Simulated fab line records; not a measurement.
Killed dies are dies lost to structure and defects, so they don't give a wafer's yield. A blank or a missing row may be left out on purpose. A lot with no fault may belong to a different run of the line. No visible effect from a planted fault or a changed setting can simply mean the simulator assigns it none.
A single fault, viewed from 2 desks / flow gf180mcu / every desk sees just its own numbers, and what lay behind them comes last

== AT THE TOOL OWNER'S DESK: rie_metal-03 ==
The tool's own readings at GF_M1_METAL_ETCH_16 (etches the open film in Cl2/BCl3, stops on SiO2, target depth 750.8 nm, time 125.1 s): means of the sampled wafers that have a number, for each lot that ran on this tool. The brackets show how far a lot's mean lies from the usual mean; more than 4 standard deviations puts the lot out of limits, marked OUT.
Columns: A = drypump_motor_current_A at GF_M1_METAL_ETCH_16, usual 5.4 A; B = oes_product_au at GF_M1_METAL_ETCH_16, usual 0.990 a.u.; C = run_length_s at GF_M1_METAL_ETCH_16, usual 153.4 s; D = throttle_valve_pct at GF_M1_METAL_ETCH_16, usual 28.229 %
lot=L578; first seen here=day 18 09:43; A=5.2; B=0.987; C=152.8; D=28.224
lot=L580; first seen here=day 19 08:21; A=4.9; B=0.990; C=153.6; D=28.231
lot=L582; first seen here=day 19 19:59; A=4.9; B=0.991; C=153.4; D=28.227
lot=L583; first seen here=day 20 15:12; A=4.9; B=0.991; C=153.4; D=28.229
lot=L587; first seen here=day 22 05:22; A=5.2; B=0.989; C=152.8; D=28.229
lot=L588; first seen here=day 22 13:21; A=5.2; B=0.992; C=152.7; D=28.226
lot=L595; first seen here=day 24 22:59; A=5.4; B=0.988; C=143.9 (-22) OUT; D=28.224
lot=L596; first seen here=day 25 02:19; A=5.4; B=0.996; C=135.4 (-41) OUT; D=28.232
This desk's finding: out of limits on L595, L596; first on L595, day 24 22:59 (run_length_s at GF_M1_METAL_ETCH_16). L578, L580, L582, L583, L587, L588: within limits.

== THE METROLOGY DESK ==
Means of the sampled wafers that have a number, per lot and without regard to the tool the lot ran on: this is what the gauges read. The brackets show how far a lot's mean lies from the usual mean; more than 4 standard deviations puts the lot out of limits, marked OUT.
Columns: A = CONTACT_W_RS at GF_CONTACT_RS_MEAS_25, usual 0.382 ohm/sq
lot=L575; first seen here=day 16 06:24; A=0.381
lot=L578; first seen here=day 17 10:00; A=0.377
lot=L580; first seen here=day 18 06:16; A=0.378
lot=L582; first seen here=day 18 18:48; A=0.383
lot=L583; first seen here=day 19 14:01; A=0.381
lot=L584; first seen here=day 20 01:31; A=0.379
lot=L587; first seen here=day 21 05:01; A=0.378
lot=L588; first seen here=day 21 13:59; A=0.384
lot=L589; first seen here=day 22 01:40; A=0.384
lot=L595; first seen here=day 24 00:02; A=0.380
lot=L596; first seen here=day 24 04:10; A=0.383
lot=L597; first seen here=day 24 08:27; A=0.380
This desk's finding: nothing out of limits on any of the 12 lots.

== ALL TOGETHER ==
On L595, L596, at day 24 22:59, an alarm was possible from the tool owner's desk.
At the metrology desk, nothing out of limits was observed.
The metrology desk has L595, L596 on record, within its limits.
All the named lots went through GF_M1_METAL_ETCH_16 on rie_metal-03.

== WHAT WAS PUT IN BY THE SIMULATOR ==
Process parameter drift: rie_metal-03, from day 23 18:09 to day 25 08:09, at GF_M1_METAL_ETCH_16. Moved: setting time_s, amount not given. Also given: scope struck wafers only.
Struck lots among those shown: L595, L596.
Each desk's first reading out of limits, in hours after the fault started: the tool owner's desk, 29.
